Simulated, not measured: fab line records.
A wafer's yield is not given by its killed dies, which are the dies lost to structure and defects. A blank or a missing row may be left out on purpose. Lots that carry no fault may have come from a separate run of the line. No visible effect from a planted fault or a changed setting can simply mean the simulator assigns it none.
Matching of chambers | flow gf180mcu | GF_STI_CVD_23 on hdpcvd-02: 3 sister chambers
The step deposits SiO2, target thk 650 nm, time 108.3 s. 6 wafers are shown with their chamber, then 8 later ones without.

== EACH WAFER AND ITS CHAMBER ==
wafer  | chamber | sih4-flow-sccm (sccm)
L524.6 | 1       | 60.17
L529.3 | 0       | 59.75
L529.5 | 1       | 59.83
L532.2 | 0       | 60.28
L532.6 | 2       | 59.97
L535.1 | 2       | 59.91

== WAFERS WITHOUT THEIR CHAMBER ==
wafer  | sih4-flow-sccm (sccm)
L535.5 | 59.90
L535.6 | 60.06
L536.2 | 59.96
L536.4 | 59.89
L536.5 | 60.13
L537.2 | 60.13
L537.3 | 60.13
L537.6 | 59.76

== WHICH CHAMBER EACH WENT THROUGH ==
wafer  | from the rows above          | in truth
L535.5 | can't be placed: 2 or 1 or 0 | 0
L535.6 | can't be placed: 0 or 1 or 2 | 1
L536.2 | can't be placed: 2 or 1 or 0 | 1
L536.4 | can't be placed: 2 or 1 or 0 | 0
L536.5 | can't be placed: 0 or 1 or 2 | 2
L537.2 | can't be placed: 0 or 1 or 2 | 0
L537.3 | can't be placed: 0 or 1 or 2 | 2
L537.6 | can't be placed: 2 or 1 or 0 | 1
0 of 8 placed correctly. Not placeable from these rows: 8 (in 8, the candidates include the true chamber). Placed wrongly: 0.
How it was worked out, from the rows above alone: a wafer's distance from a chamber is the root of the sum, over the readings, of the square of ((its reading less the chamber's mean) divided by the reading's scatter). If the next closest chamber is less than 2 further off than the closest, the wafer can't be placed; otherwise it belongs to the closest. For every chamber, the mean is computed from those of its wafers that are shown. The scatter: the root of (the sum of the squares of (reading less its chamber's mean) over the shown wafers, divided by (wafers less chambers)).
